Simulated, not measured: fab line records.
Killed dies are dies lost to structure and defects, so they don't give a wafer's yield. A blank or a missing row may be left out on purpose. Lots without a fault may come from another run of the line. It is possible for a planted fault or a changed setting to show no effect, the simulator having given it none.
fab line records	flow sfq-line
record lots=14	wafers=42	last-day=90
route steps=325 shown I0@45 M1@59 M2@90
lots that met no fault: from a run of the same line without faults
start-h: the number of hours between the record's first day and the start of the first shown wafer of the lot	wait-h: hours from the lot's prior step to this one	" as in the row above	L1.1+2: a row that stands for several wafers	- no value, or no start was given	* or withheld: withheld	< > ~ a bound
route shown NAME@n: names a module that has steps shown in the file, with the first one's number in the route	usual: mean/standard deviation taken from wafers without a fault	same: alike in all rows	chamber/n: place in a boat	sites: the reading at each site	_std_site: standard deviation across them	_edge_site: the outer-site mean with the inner-site mean subtracted	radius-mm: for every site, how far away it sits from the centre of the wafer	mask NAME#n: copy n	behind: the last tool/chamber to shape the wafer	hold: the reason the lot was held/the length of the hold in hours/how it ended	device: names the non-switching transistor (n, p or np)	end of line: tests run on the same wafers once the route is complete	where a step has no rows: the recipe by itself	killed: at the first sort, the dies lost to defects and structure; wafer yield is something else	map: per-die view of a wafer (x killed, . not killed, _ where there is no die)
set.NAME: the setting that was run; set.NAME@STEP: the one run at that earlier step	model.NAME: the simulator's own value behind a step, which no gauge read
steps of the route over a sample of lots; a table a step, a row a wafer
services: when a tool's chamber went out of use (start-h, in hours from the record's first day, below 0 if earlier), for how many hours, and the reason
## steps
# step SFQ_I0_BOW_MEAS_907
# recipe mode=bow
# usual I0_BOW=1/7.1
lot.wafer	tool	chamber	start-h	wait-h	I0_BOW[um]
L570.3	film-metro-01	-	205.02	2.0	9
L570.4	"	-	"	"	-10
L570.6	"	-	"	"	8
L571.1	film-metro-02	-	206.18	1.5	9
L571.2	"	-	"	"	-4
L571.3	"	-	"	"	2
L573.2	film-metro-03	-	215.14	2.0	-20
L573.4	"	-	"	"	8
L573.6	"	-	"	"	-8
L575.1	film-metro-02	-	227.55	1.5	4
L575.5	"	-	"	"	2
L575.6	"	-	"	"	-9
L576.1	film-metro-03	-	228.38	2.5	-5
L576.4	"	-	"	"	6
L576.5	"	-	"	"	-5
L579.1	film-metro-02	-	245.55	2.5	1
L579.4	"	-	"	"	-4
L579.5	"	-	"	"	4
L580.3	film-metro-03	-	251.59	2.0	8
L580.5	"	-	"	"	5
L580.6	"	-	"	"	4
L581.1	film-metro-03	-	261.99	2.0	-11
L581.2	"	-	"	"	-4
L581.5	"	-	"	"	-4
L582.2	film-metro-01	-	269.20	1.5	-11
L582.3	"	-	"	"	-14
L582.4	"	-	"	"	8
L585.4	film-metro-01	-	289.45	1.6	-3
L585.5	"	-	"	"	6
L585.6	"	-	"	"	-7
L588.1	film-metro-01	-	431.28	2.0	-3
L588.4	"	-	"	"	9
L588.5	"	-	"	"	-4
L590.1	film-metro-02	-	450.06	1.5	1
L590.2	"	-	"	"	-10
L590.6	"	-	"	"	7
L591.2	film-metro-03	-	453.08	2.5	-11
L591.4	"	-	"	"	-4
L591.5	"	-	"	"	3
L592.2	film-metro-02	-	458.30	2.0	-5
L592.4	"	-	"	"	-5
L592.5	"	-	"	"	-3
# step SFQ_TRILAYER_M1_DEP_SPUTTER_037
# recipe material=Nb	base-pressure-pa=1.33e-06	chamber-pressure-pa=0.1333	substrate-temp-c=20	resputter-cathode-voltage-v=400	target-thk-nm=200	power-w=2000	time-s=133.3
# usual base-pressure-pa=1.31e-06/9.2e-08	cathode-dc-power-W=2000.0/0.33	substrate-temp-c=19.99/0.11	throttle-valve-pct=30.1/1.2
lot.wafer	tool	chamber	start-h	wait-h	base-pressure-pa	cathode-dc-power-W	substrate-temp-c	throttle-valve-pct
L570.3	pvd-sputter-04	-	303.14	0.0	1.22e-06	2000.3	20.19	31.2
L570.4	"	-	"	"	1.33e-06	2000.2	19.87	31.2
L570.6	"	-	"	"	1.21e-06	1999.8	20.06	28.2
L571.1	pvd-sputter-06	-	315.30	0.0	1.22e-06	2000.9	19.80	29.6
L571.2	"	-	"	"	1.38e-06	2000.0	20.05	30.2
L571.3	"	-	"	"	1.3e-06	1999.8	20.00	31.5
L573.2	pvd-sputter-03	-	327.29	0.0	1.31e-06	1999.5	20.00	30.9
L573.4	"	-	"	"	1.29e-06	2000.2	20.07	28.7
L573.6	"	-	"	"	1.24e-06	1999.9	20.02	29.0
L575.1	pvd-sputter-03	-	340.49	0.0	1.38e-06	2000.2	19.79	29.5
L575.5	"	-	"	"	1.32e-06	1999.6	19.87	31.2
L575.6	"	-	"	"	1.39e-06	1999.7	19.93	29.8
L576.1	pvd-sputter-06	-	341.69	0.0	1.2e-06	2000.2	20.00	29.3
L576.4	"	-	"	"	1.22e-06	1999.8	20.20	32.2
L576.5	"	-	"	"	1.24e-06	1999.9	20.00	32.2
L579.1	pvd-sputter-03	-	364.54	0.0	1.31e-06	2000.0	20.07	30.9
L579.4	"	-	"	"	1.27e-06	1999.7	19.90	28.7
L579.5	"	-	"	"	1.54e-06	2000.3	20.00	28.8
L580.3	pvd-sputter-03	-	371.69	0.0	1.42e-06	2000.2	20.03	28.8
L580.5	"	-	"	"	1.26e-06	2000.0	19.73	28.4
L580.6	"	-	"	"	1.23e-06	1999.9	20.07	28.6
L581.1	pvd-sputter-06	-	381.88	0.0	-	-	-	-
L581.2	"	-	"	"	-	-	-	-
L581.5	"	-	"	"	-	-	-	-
L582.2	pvd-sputter-04	-	386.68	0.0	-	-	-	-
L582.3	"	-	"	"	-	-	-	-
L582.4	"	-	"	"	-	-	-	-
L585.4	pvd-sputter-04	-	403.48	0.0	1.34e-06	1999.9	19.87	30.6
L585.5	"	-	"	"	1.34e-06	2000.5	19.97	28.0
L585.6	"	-	"	"	1.26e-06	1999.9	19.82	30.8
L588.1	pvd-sputter-04	-	435.85	0.0	1.13e-06	1999.6	20.16	30.5
L588.4	"	-	"	"	1.2e-06	1999.7	20.08	31.5
L588.5	"	-	"	"	1.38e-06	2000.7	19.93	28.1
L590.1	pvd-sputter-04	-	457.25	0.0	1.28e-06	1999.5	19.95	28.2
L590.2	"	-	"	"	1.39e-06	1999.8	19.81	31.4
L590.6	"	-	"	"	1.4e-06	1999.4	20.05	27.9
L591.2	pvd-sputter-06	-	459.65	0.0	1.37e-06	1999.5	19.97	32.1
L591.4	"	-	"	"	1.25e-06	2000.0	19.95	30.2
L591.5	"	-	"	"	1.24e-06	2000.1	20.05	29.3
L592.2	pvd-sputter-04	-	462.85	0.0	1.3e-06	2000.1	20.07	28.0
L592.4	"	-	"	"	1.39e-06	1999.6	20.07	31.3
L592.5	"	-	"	"	1e-06	1999.8	20.16	30.5
# step SFQ_M1_RS_MEAS_909
# recipe thk-meas-gauge=four-point-probe	reads=Nb_of_TRILAYER_M1_DEP_SPUTTER_037
# usual M1_NB_RS=0.889/0.01
lot.wafer	tool	chamber	start-h	wait-h	M1_NB_RS[ohm/sq]
L570.3	film-metro-02	-	303.28	0.1	0.872
L570.4	"	-	"	"	0.878
L570.6	"	-	"	"	0.881
L571.1	film-metro-04	-	315.39	0.0	0.895
L571.2	"	-	"	"	0.886
L571.3	"	-	"	"	0.891
L573.2	film-metro-01	-	327.40	0.1	0.905
L573.4	"	-	"	"	0.892
L573.6	"	-	"	"	0.887
L575.1	film-metro-04	-	340.58	0.0	0.897
L575.5	"	-	"	"	0.899
L575.6	"	-	"	"	0.901
L576.1	film-metro-01	-	341.78	0.0	0.896
L576.4	"	-	"	"	0.901
L576.5	"	-	"	"	0.903
L579.1	film-metro-04	-	364.63	0.0	0.903
L579.4	"	-	"	"	0.884
L579.5	"	-	"	"	0.893
L580.3	film-metro-02	-	371.82	0.1	0.889
L580.5	"	-	"	"	0.898
L580.6	"	-	"	"	0.882
L581.1	film-metro-04	-	381.97	0.0	-
L581.2	"	-	"	"	-
L581.5	"	-	"	"	-
L582.2	film-metro-02	-	386.79	0.1	-
L582.3	"	-	"	"	-
L582.4	"	-	"	"	-
L585.4	film-metro-02	-	403.63	0.1	0.866
L585.5	"	-	"	"	0.870
L585.6	"	-	"	"	0.867
L588.1	film-metro-04	-	435.94	0.0	0.877
L588.4	"	-	"	"	0.884
L588.5	"	-	"	"	0.884
L590.1	film-metro-04	-	457.34	0.0	0.873
L590.2	"	-	"	"	0.881
L590.6	"	-	"	"	0.877
L591.2	film-metro-04	-	459.76	0.1	0.897
L591.4	"	-	"	"	0.897
L591.5	"	-	"	"	0.889
L592.2	film-metro-02	-	462.96	0.1	0.891
L592.4	"	-	"	"	0.903
L592.5	"	-	"	"	0.881
# step SFQ_M1_OVL_MEAS_911
# usual M1_OVL=3/5.8
lot.wafer	tool	chamber	start-h	wait-h	M1_OVL[nm]
L570.3	overlay-02	-	414.50	0.1	5
L570.4	"	-	"	"	10
L570.6	"	-	"	"	4
L571.1	overlay-01	-	420.49	0.1	8
L571.2	"	-	"	"	3
L571.3	"	-	"	"	8
L573.2	overlay-01	-	442.09	0.1	2
L573.4	"	-	"	"	3
L573.6	"	-	"	"	5
L575.1	overlay-02	-	456.61	0.1	-3
L575.5	"	-	"	"	-3
L575.6	"	-	"	"	1
L576.1	overlay-02	-	457.81	0.1	10
L576.4	"	-	"	"	-1
L576.5	"	-	"	"	3
L579.1	overlay-01	-	473.41	0.1	7
L579.4	"	-	"	"	2
L579.5	"	-	"	"	3
L580.3	overlay-02	-	479.43	0.1	6
L580.5	"	-	"	"	9
L580.6	"	-	"	"	3
L581.1	overlay-02	-	492.89	0.1	8
L581.2	"	-	"	"	6
L581.5	"	-	"	"	7
L582.2	overlay-02	-	501.29	0.1	13
L582.3	"	-	"	"	7
L582.4	"	-	"	"	5
L585.4	overlay-01	-	522.16	0.1	-10
L585.5	"	-	"	"	-3
L585.6	"	-	"	"	-5
L588.1	overlay-01	-	555.09	0.1	7
L588.4	"	-	"	"	6
L588.5	"	-	"	"	5
L590.1	overlay-02	-	579.21	0.1	-4
L590.2	"	-	"	"	1
L590.6	"	-	"	"	3
L591.2	overlay-02	-	581.62	0.1	-3
L591.4	"	-	"	"	-3
L591.5	"	-	"	"	-2
L592.2	overlay-02	-	587.75	0.1	5
L592.4	"	-	"	"	9
L592.5	"	-	"	"	2
# step SFQ_TRILAYER_M1_ETCH_METAL_ETCH_042
# recipe target=Nb	stop-on=SiO2	mask-material=PR	chemistry=Cl2/Ar	target-depth-nm=240	icp-w=600	bias-w=80	pressure-mtorr=10	time-s=120
# usual drypump-motor-current-A=5.6/0.67	oes-product-au=0.894/0.0073
lot.wafer	tool	chamber	start-h	wait-h	drypump-motor-current-A	oes-product-au	rf-hours-counter-h
L570.3	rie-metal-03	0	414.63	0.1	5.1	0.904	-
L570.4	"	1	"	"	5.3	0.900	-
L570.6	"	1	"	"	5.3	0.899	-
L571.1	rie-metal-03	0	420.58	0.0	5.1	0.892	161
L571.2	"	1	"	"	5.2	0.894	143
L571.3	"	0	"	"	5.1	0.888	-
L573.2	rie-metal-02	1	442.18	0.0	5.7	0.898	141
L573.4	"	0	"	"	5.0	0.904	-
L573.6	"	1	"	"	5.7	0.890	-
L575.1	rie-metal-01	0	456.71	0.0	5.1	0.894	2
L575.5	"	0	"	"	5.1	0.890	-
L575.6	"	1	"	"	6.7	0.885	-
L576.1	rie-metal-01	1	457.91	0.0	6.6	0.891	142
L576.4	"	1	"	"	6.6	0.889	-
L576.5	"	0	"	"	5.1	0.889	-
L579.1	rie-metal-03	1	473.57	0.1	5.3	0.882	152
L579.4	"	1	"	"	5.3	0.903	-
L579.5	"	1	"	"	5.2	0.887	-
L580.3	rie-metal-02	1	479.55	0.1	5.7	0.900	-
L580.5	"	0	"	"	5.0	0.897	-
L580.6	"	1	"	"	5.7	0.895	-
L581.1	rie-metal-01	1	492.98	0.0	6.7	0.378	147
L581.2	"	0	"	"	5.1	0.375	7
L581.5	"	0	"	"	5.1	0.379	-
L582.2	rie-metal-01	0	501.38	0.0	5.1	0.380	7
L582.3	"	1	"	"	6.6	0.374	-
L582.4	"	0	"	"	5.1	0.366	-
L585.4	rie-metal-03	0	522.28	0.1	5.1	0.906	-
L585.5	"	0	"	"	5.1	0.903	-
L585.6	"	1	"	"	5.3	0.905	-
L588.1	rie-metal-01	0	555.19	0.0	5.1	0.894	16
L588.4	"	0	"	"	5.1	0.893	-
L588.5	"	0	"	"	5.1	0.896	-
L590.1	rie-metal-01	0	579.31	0.0	5.1	0.907	21
L590.2	"	1	"	"	6.6	0.901	2
L590.6	"	1	"	"	6.7	0.900	-
L591.2	rie-metal-01	1	581.81	0.1	6.6	0.883	-
L591.4	"	1	"	"	6.6	0.896	-
L591.5	"	1	"	"	6.6	0.886	-
L592.2	rie-metal-01	0	587.84	0.0	5.1	0.894	22
L592.4	"	0	"	"	5.1	0.885	-
L592.5	"	0	"	"	5.1	0.903	-
# step SFQ_M2_RS_MEAS_914
# recipe thk-meas-gauge=four-point-probe	reads=Nb_of_TRILAYER_M2_DEP_SPUTTER_055
# usual M2_NB_RS=0.894/0.012
lot.wafer	tool	chamber	start-h	wait-h	M2_NB_RS[ohm/sq]
L570.3	film-metro-02	-	546.46	0.1	0.914
L570.4	"	-	"	"	0.895
L570.6	"	-	"	"	0.894
L571.1	film-metro-02	-	551.97	0.0	0.874
L571.2	"	-	"	"	0.893
L571.3	"	-	"	"	0.877
L573.2	film-metro-04	-	574.32	0.1	0.895
L573.4	"	-	"	"	0.915
L573.6	"	-	"	"	0.904
L575.1	film-metro-04	-	595.90	0.0	0.894
L575.5	"	-	"	"	0.895
L575.6	"	-	"	"	0.905
L576.1	film-metro-02	-	599.50	0.0	0.890
L576.4	"	-	"	"	0.891
L576.5	"	-	"	"	0.886
L579.1	film-metro-04	-	608.90	0.0	0.877
L579.4	"	-	"	"	0.879
L579.5	"	-	"	"	0.885
L580.3	film-metro-04	-	613.95	0.1	0.911
L580.5	"	-	"	"	0.907
L580.6	"	-	"	"	0.912
L581.1	film-metro-04	-	631.10	0.0	0.883
L581.2	"	-	"	"	0.887
L581.5	"	-	"	"	0.889
L582.2	film-metro-02	-	641.53	0.1	0.892
L582.3	"	-	"	"	0.883
L582.4	"	-	"	"	0.886
L585.4	film-metro-04	-	672.98	0.1	0.879
L585.5	"	-	"	"	0.883
L585.6	"	-	"	"	0.883
L588.1	film-metro-02	-	710.12	0.0	0.898
L588.4	"	-	"	"	0.895
L588.5	"	-	"	"	0.904
L590.1	film-metro-03	-	725.68	0.0	0.897
L590.2	"	-	"	"	0.904
L590.6	"	-	"	"	0.902
L591.2	film-metro-04	-	729.30	0.1	0.892
L591.4	"	-	"	"	0.896
L591.5	"	-	"	"	0.884
L592.2	film-metro-02	-	736.50	0.1	0.904
L592.4	"	-	"	"	0.896
L592.5	"	-	"	"	0.895
## services
tool	chamber	start-h	hours	kind
pvd-sputter-06	-	286.62	2.4	repair
pvd-sputter-04	-	293.87	2.5	repair
rie-metal-02	-	371.76	4.3	pm
rie-metal-01	0	409.23	-	clean
rie-metal-01	0	409.23	31.9	scheduled-down
rie-metal-01	0	409.23	31.9	vent-cycle
pvd-sputter-03	-	411.05	4.5	repair
rie-metal-03	-	422.78	2.8	pm
pvd-sputter-06	-	423.34	35.6	repair
pvd-sputter-04	-	433.68	1.1	repair
pvd-sputter-04	0	435.06	-	consumable-replace:kit
pvd-sputter-04	0	435.06	18.0	scheduled-down
pvd-sputter-04	0	435.06	18.0	vent-cycle
rie-metal-01	0	495.49	4.0	repair
rie-metal-02	0	525.19	1.5	repair
pvd-sputter-04	-	527.06	0.7	repair
rie-metal-03	-	545.34	0.9	repair
rie-metal-02	-	548.38	2.3	repair
rie-metal-01	1	555.91	-	clean
rie-metal-01	1	555.91	15.4	scheduled-down
rie-metal-01	1	555.91	15.4	vent-cycle
rie-metal-02	-	571.03	14.6	pm
pvd-sputter-03	-	579.74	1.3	repair
rie-metal-01	0	581.34	4.3	repair
## key
first-sign step=SFQ_TRILAYER_M1_DEP_SPUTTER_037	reading=tool-record	direction=missing
effect step=SFQ_M1_RS_MEAS_909	reading=M1_NB_RS	direction=missing
effect step=SFQ_TRILAYER_M1_ETCH_METAL_ETCH_042	reading=oes-product-au	direction=down	sigmas=71	usual=0.894	struck=0.375
met-at SFQ_TRILAYER_M1_DEP_SPUTTER_037
struck-lots L581,L582
not-acting-at SFQ_I0_BOW_MEAS_907,SFQ_M1_OVL_MEAS_911,SFQ_M2_RS_MEAS_914
onset-between 341.69 381.88
fault kind=skipped-step-whole	tool=pvd-sputter-04,pvd-sputter-06	chamber=-	onset-h=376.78	steps=SFQ_TRILAYER_M1_DEP_SPUTTER_037	scope=struck-lots-only
